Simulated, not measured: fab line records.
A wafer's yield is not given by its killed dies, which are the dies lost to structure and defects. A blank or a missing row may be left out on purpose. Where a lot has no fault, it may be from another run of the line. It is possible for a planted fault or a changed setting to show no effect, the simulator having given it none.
Comparing a struck lot with a sound one | flow sky130 | 21 steps out of a route of 708
Sound: wafers L196.1, L196.3, L196.5. Wafers L204.2, L204.3, L204.5 were the ones struck. The cause is named last.
Each step with rows lists, per side, the tool, then ch with its chambers, then its first start. Under that, the readings that differ: sound wafers | struck wafers | difference of the means | sigmas: that difference in standard deviations of wafers without a fault.
alike: same words and numbers on both sides, and readings whose means sit less than 2 such deviations apart. not compared: any withheld reading, any reading some wafer has no value for, any bound like >300 that may hide the same value, and any number with overlapping values for which the record gives no deviation.
The two part at a step that has a row with sigmas, a row that says differs or no value, or rows on one side only. Numbers that don't overlap but have no deviation are shown without sigmas and don't part them. Lack of a reading on every wafer of one side parts them only where that side has two or more wafers.

SKY_CAP2M_METAL_ETCH_13: etches TiN in Cl2/BCl3, stops on SiO2, target depth 220 nm, time 62.9 s.
  sound on rie-metal-03 ch 0,1, day 41 00:23; struck on rie-metal-01 ch 0,1, day 43 01:36
  reading                     | sound       | struck      | difference | sigmas
  drypump-motor-current-A (A) | 5.4 5.4 5.6 | 6.4 6.2 6.4 | +0.9       | +2
  alike: oes-product-au, throttle-valve-pct
  not compared: rf-hours-counter-h
SKY_CAP2M_STRIP_14: strips in O2/N2.
  sound on plasma-asher-04 ch 0,1, day 41 00:28; struck on plasma-asher-02 ch 0,1, day 43 01:41
  reading                      | sound             | struck            | difference | sigmas
  strip-time-to-endpoint-s (s) | 12.61 12.59 12.64 | 12.69 12.68 12.75 | +0.09      | +2
  alike: drypump-motor-current-A, oes-product-au
  not compared: rf-hours-counter-h
then, 10 steps without rows for these wafers: SKY_CAP2M_STRIP_15 (strips in post etch residue remover, time 1200 s); SKY_CAP2M_CLEAN_16 (cleans in IPA, time 180 s); SKY_CAP2M_CLEAN_17 (cleans in O3/DIW); SKY_METAL4_DEHYDRATE_05 (time 60 s); SKY_METAL4_HMDS_06 (prime time 60 s); SKY_METAL4_COAT_07 (resist thk 60 nm); SKY_METAL4_COAT_08 (resist thk 1140 nm); SKY_METAL4_SOFTBAKE_09 (time 90 s); SKY_METAL4_EXPOSE_10 (exposes mask MM4, target cd 300 nm); SKY_METAL4_PEB_11.
SKY_METAL4_DEVELOP_12: develop time 60 s.
  sound on litho-track-03 ch 0, day 42 00:00; struck on litho-track-04 ch 0, day 44 00:00
SKY_METAL4_CD_MEAS_13: the cd target is 300 nm.
  sound: cd-sem-02 at day 42 00:34; struck: cd-sem-02 at day 44 00:44
  reading    | sound             | struck            | difference | sigmas
  cd-nm (nm) | 300.8 300.4 299.5 | 307.1 308.1 309.1 | +7.9       | +5
SKY_METAL4_OVL_MEAS_14:
  sound: overlay-01 at day 42 00:41; struck: overlay-02 at day 44 00:50
  alike: METAL4_OVL
SKY_METAL4_DESCUM_15: chemistry O2, time 8 s.
  sound on rie-metal-01 ch 0,1, day 42 00:43; struck on rie-metal-01 ch 0,1, day 44 00:52
  reading                 | sound             | struck            | difference | sigmas
  model.METAL4.cd-nm (nm) | 300.4 300.2 299.3 | 306.6 308.1 308.4 | +7.7       |
  alike: drypump-motor-current-A, oes-product-au
  not compared: rf-hours-counter-h
SKY_METAL4_ETCH_16: etches BARC in N2/H2, stops on SiO2, time 88.2 s, target depth 60 nm.
  sound on rie-metal-01 ch 0,1, day 42 00:45; struck on rie-metal-01 ch 0,1, day 44 00:54
  alike: drypump-motor-current-A, oes-product-au, throttle-valve-pct
  not compared: rf-hours-counter-h
SKY_METAL4_ETCH_17: etches SiO2 in C4F8/O2/Ar, stops on TiN, time 3.9 s, target depth 15 nm.
  sound on rie-diel-03 ch 2,3, day 42 00:50; struck on rie-diel-03 ch 0,3, day 44 01:00
  alike: oes-product-au
  not compared: rf-hours-counter-h
SKY_METAL4_METAL_ETCH_18: etches the open film in Cl2/BCl3, stops on SiO2, target depth 845 nm, time 183.1 s.
  sound on rie-metal-04 ch 0, day 42 00:52; struck on rie-metal-03 ch 0,1, day 44 01:01
  alike: drypump-motor-current-A, oes-product-au, throttle-valve-pct
  not compared: rf-hours-counter-h, model.METAL4.cd-nm
SKY_METAL4_STRIP_19: strips in O2/N2.
  sound on plasma-asher-04 ch 0,1, day 42 01:02; struck on plasma-asher-01 ch 0,1, day 44 01:12
  alike: drypump-motor-current-A, oes-product-au, strip-time-to-endpoint-s
  not compared: rf-hours-counter-h
-- the record jumps here: 4 days lie between the struck wafers' starts before and after (it left off in module METAL4 and takes up again in module PAD_OPEN, whose first step shown is number 708 of the route) --
SKY_PAD_OPEN_PROBE_99:
  sound: prober-01 at day 46 01:38; struck: prober-01 at day 47 19:32
  alike: defect-limited-yield, killed_at_M0_to_M3, killed_at_M4_up, killed-at-contacts, killed-at-front-end, killed-at-other, killed-dies, killed-open, killed-short, sort_bin_3_pad_short, sort_bin_5_function, sort_bin_6_memory, sort-n-pass, sort-yield-pct

## WHERE THEY PART
Last at SKY_METAL4_CD_MEAS_13 as far as this record goes, first at SKY_CAP2M_METAL_ETCH_13. Later steps at which nothing parts them and some readings are alike: SKY_METAL4_OVL_MEAS_14, SKY_METAL4_DESCUM_15, SKY_METAL4_ETCH_16, SKY_METAL4_ETCH_17, SKY_METAL4_METAL_ETCH_18, SKY_METAL4_STRIP_19, SKY_PAD_OPEN_PROBE_99.

WHY: what the simulator had put in
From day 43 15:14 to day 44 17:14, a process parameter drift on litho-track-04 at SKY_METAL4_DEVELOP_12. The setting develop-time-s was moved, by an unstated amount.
